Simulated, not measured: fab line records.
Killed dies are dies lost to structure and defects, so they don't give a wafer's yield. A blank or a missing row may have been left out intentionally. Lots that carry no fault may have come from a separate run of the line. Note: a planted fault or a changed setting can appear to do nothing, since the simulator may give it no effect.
The tool behind it: which one? | flow sky130 | 11 lots with 32 wafers sampled at 4 steps, on a route of 708 steps

## WHAT THE GAUGES READ, wafer by wafer
SKY_SONOS_ONO_THK_MEAS_01.
lot  | measured     | on            | SONOS_ONO_OXIDATION_THK (nm)
L365 | day 11 03:43 | film_metro-04 | 2.61 2.56 2.60
L368 | day 13 04:28 | film_metro-03 | 2.59 2.51 2.58
L370 | day 13 19:59 | film_metro-03 | 2.73 2.69 2.64
L371 | day 14 00:59 | film_metro-03 | 2.63 2.66 2.60
L374 | day 14 08:49 | film_metro-01 | 2.54 2.61 2.54
L373 | day 14 07:29 | film_metro-01 | 2.59 2.59 2.60
L377 | day 15 15:44 | film_metro-03 | 2.55 2.50 2.47
L382 | day 16 23:02 | film_metro-04 | 2.55 2.50
L383 | day 18 04:35 | film_metro-03 | 2.61 2.71 2.62
L387 | day 18 18:40 | film_metro-04 | 2.57 2.50 2.47
L388 | day 19 05:35 | film_metro-04 | 2.56 2.60 2.56

## TOOL THAT RAN EACH LOT (tool first, then ch and the chambers of the sampled wafers, then the start)
lot  | SKY_FIELD_ISO_ETCH_17           | SKY_PWDE_COAT_02                 | SKY_PWDE_STRIP_09
L365 | rie_si-01 ch 0,1, day 2 05:43   | litho_track-03 ch 0, day 3 10:30 | plasma_asher-02 ch 0,1, day 3 17:58
L368 | rie_si-02 ch 2,3, day 2 19:01   | litho_track-02 ch 0, day 4 17:20 | plasma_asher-03 ch 0,1, day 5 01:58
L370 | rie_si-02 ch 0,2, day 3 07:30   | litho_track-02 ch 0, day 5 04:56 | plasma_asher-02 ch 1, day 5 14:29
L371 | rie_si-02 ch 0,1,2, day 3 15:25 | litho_track-02 ch 0, day 5 07:50 | plasma_asher-03 ch 0,1, day 5 17:29
L374 | rie_si-01 ch 0,2, day 4 03:13   | litho_track-02 ch 0, day 5 13:56 | plasma_asher-02 ch 0,1, day 5 22:58
L373 | rie_si-02 ch 0,1, day 4 03:22   | litho_track-04 ch 0, day 5 13:31 | plasma_asher-04 ch 0,1, day 5 22:44
L377 | rie_si-02 ch 0,2,3, day 4 21:29 | litho_track-02 ch 0, day 6 09:22 | plasma_asher-04 ch 0,1, day 6 18:41
L382 | rie_si-02 ch 0,1, day 5 21:43   | litho_track-03 ch 0, day 7 08:58 | plasma_asher-04 ch 0,1, day 7 19:31
L383 | rie_si-02 ch 0,3, day 6 06:48   | litho_track-04 ch 0, day 8 05:02 | plasma_asher-03 ch 0,1, day 8 16:16
L387 | rie_si-02 ch 0,3, day 7 02:31   | litho_track-02 ch 0, day 8 16:26 | plasma_asher-02 ch 0,1, day 9 03:01
L388 | rie_si-02 ch 0,2, day 7 08:12   | litho_track-02 ch 0, day 8 22:36 | plasma_asher-03 ch 0, day 9 09:47
- SKY_FIELD_ISO_ETCH_17: etches Si in HBr/Cl2/O2, target depth 342 nm, time 97.7 s.
- SKY_PWDE_COAT_02: resist thk 3000 nm.
- SKY_PWDE_STRIP_09: strips in O2/N2.

## THE ANSWER, worked out from the rows above alone
Rule: what is usual is taken from the lots themselves. Put in order of their means at a reading, lots are off if they are a third of the lots or fewer, leave a main group of 4 or more, and stand apart from it by a gap of 3 or more times the standard deviation of the main group's means; of several such gaps the widest counts. Not used: any main group whose means are identical at the precision the tables above print for the reading. Also off: a lot with no number at a reading for which 4 or more lots have one. All remaining lots with rows at the step are treated as sound.
Nothing can be told from this: no lot is off at any reading shown.

## WHAT THE SIMULATOR HAD PUT IN
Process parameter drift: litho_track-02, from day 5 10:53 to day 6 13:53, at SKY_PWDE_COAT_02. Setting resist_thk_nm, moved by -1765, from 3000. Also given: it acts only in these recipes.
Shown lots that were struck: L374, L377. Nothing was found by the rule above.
